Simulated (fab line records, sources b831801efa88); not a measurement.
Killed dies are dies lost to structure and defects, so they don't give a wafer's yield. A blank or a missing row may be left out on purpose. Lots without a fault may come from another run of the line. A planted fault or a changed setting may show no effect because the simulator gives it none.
Split-lot experiment | flow sfq_line | 5 lots, 27 wafers read, on a route of 325 steps

THE SPLIT
At SFQ_TRILAYER_L0_VIA_BARC_OPEN_VIA_ETCH_021 (etches BARC in O2, target depth 125 nm, time 41.7 s), the setting time_s was moved away from the recipe's 41.7 s on 9 of the 27 wafers read, by -17.1% to +39.4%. The other wafers ran this setting at the recipe's value.

The reading is taken at the split's own step.

THE READING
KrF_of_TRILAYER_L0_VIA_LITHO_COAT_013.thk_nm (the simulator's own value, which no gauge read), in nm, at SFQ_TRILAYER_L0_VIA_BARC_OPEN_VIA_ETCH_021 (etches BARC in O2, target depth 125 nm, time 41.7 s). The file gives no usual value for it. The 18 wafers here that ran the recipe average 574.5 nm, standard deviation 1.8 nm.

wafer  | tool, chamber at the split | time_s as run, s | against the recipe | KrF_of_TRILAYER_L0_VIA_LITHO_COAT_013.thk_nm, nm | against lot-mates on the recipe
L075.1 | rie_diel-01, 0             | 41.7             | recipe             | 572.2                                            | -
L075.2 | rie_diel-01, 3             | 41.7             | recipe             | 572.1                                            | -
L075.3 | rie_diel-01, 2             | 41.7             | recipe             | 574.4                                            | -
L075.4 | rie_diel-01, 1             | 41.7             | recipe             | 572.6                                            | -
L075.5 | rie_diel-01, 0             | 41.7             | recipe             | 571.6                                            | -
L075.6 | rie_diel-01, 1             | 41.7             | recipe             | 573                                              | -
L078.1 | rie_diel-04, 0             | 58.13            | +39.4%             | 556                                              | -21.1
L078.2 | rie_diel-04, 2             | 58.13            | +39.4%             | 554.7                                            | -22.4
L078.3 | rie_diel-04, 1             | 58.13            | +39.4%             | 560.1                                            | -17.0
L078.4 | rie_diel-04, 3             | 41.7             | recipe             | 575.9                                            | -
L078.5 | rie_diel-04, 2             | 41.7             | recipe             | 578.1                                            | -
L078.6 | rie_diel-04, 1             | 41.7             | recipe             | 577.2                                            | -
L081.1 | rie_diel-03, 3             | 41.7             | recipe             | 575.6                                            | -
L081.2 | rie_diel-03, 1             | 41.7             | recipe             | 573.3                                            | -
L081.3 | rie_diel-03, 2             | 54.62            | +31.0%             | 558.3                                            | -16.0
L081.4 | rie_diel-03, 0             | 41.7             | recipe             | 574                                              | -
L081.5 | rie_diel-03, 2             | 54.62            | +31.0%             | 561.7                                            | -12.6
L081.6 | rie_diel-03, 1             | 54.62            | +31.0%             | 559.8                                            | -14.5
L082.3 | rie_diel-03, 0             | 41.7             | recipe             | 573.7                                            | -
L082.4 | rie_diel-03, 2             | 41.7             | recipe             | 574.6                                            | -
L082.5 | rie_diel-03, 0             | 41.7             | recipe             | 575.7                                            | -
L085.1 | rie_diel-04, 0             | 34.58            | -17.1%             | 584.5                                            | +8.6
L085.2 | rie_diel-04, 1             | 41.7             | recipe             | 575                                              | -
L085.3 | rie_diel-04, 3             | 34.58            | -17.1%             | 584.7                                            | +8.8
L085.4 | rie_diel-04, 2             | 34.58            | -17.1%             | 583.2                                            | +7.3
L085.5 | rie_diel-04, 0             | 41.7             | recipe             | 575.5                                            | -
L085.6 | rie_diel-04, 3             | 41.7             | recipe             | 577.3                                            | -

THE FIT
A straight line over all 27 wafers: KrF_of_TRILAYER_L0_VIA_LITHO_COAT_013.thk_nm changes by -0.473 nm for each +1% of time_s; r = -0.97; the points scatter about the line by 1.9 nm.
The same after taking each lot's own level away (the mean of its wafers on the recipe; 27 wafers): -0.491 nm for each +1%; r = -0.99; scatter 1.3 nm.
On that fit, the largest move of time_s shifts the reading by 19 nm.
The lots' own levels span 572.65 to 577.07 nm, that is 2.4 times the standard deviation above.
So the lot-to-lot level changes the slope little: the two slopes agree.
Check: with one of the wafers moved furthest among these (+39.4%) left out of the fit, the line predicts -19 nm for it against its lot-mates. It came out at -21.1 nm against them.

OTHER SPLITS ON THESE WAFERS
These wafers also went through other splits before the reading. Each is held against what the fit with the lots' levels taken away leaves over:
other split on the same wafers                | wafers away from the commonest value | r with KrF_of_TRILAYER_L0_VIA_LITHO_COAT_013.thk_nm (lot level and that fit taken away)
SFQ_TRILAYER_INCOMING_OXIDATION_002 ox_time_s | 12                                   | -0.15

THE FILE'S OWN FIT
KrF_of_TRILAYER_L0_VIA_LITHO_COAT_013.thk_nm changes by -0.491 nm for each +1% of time_s, r = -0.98.
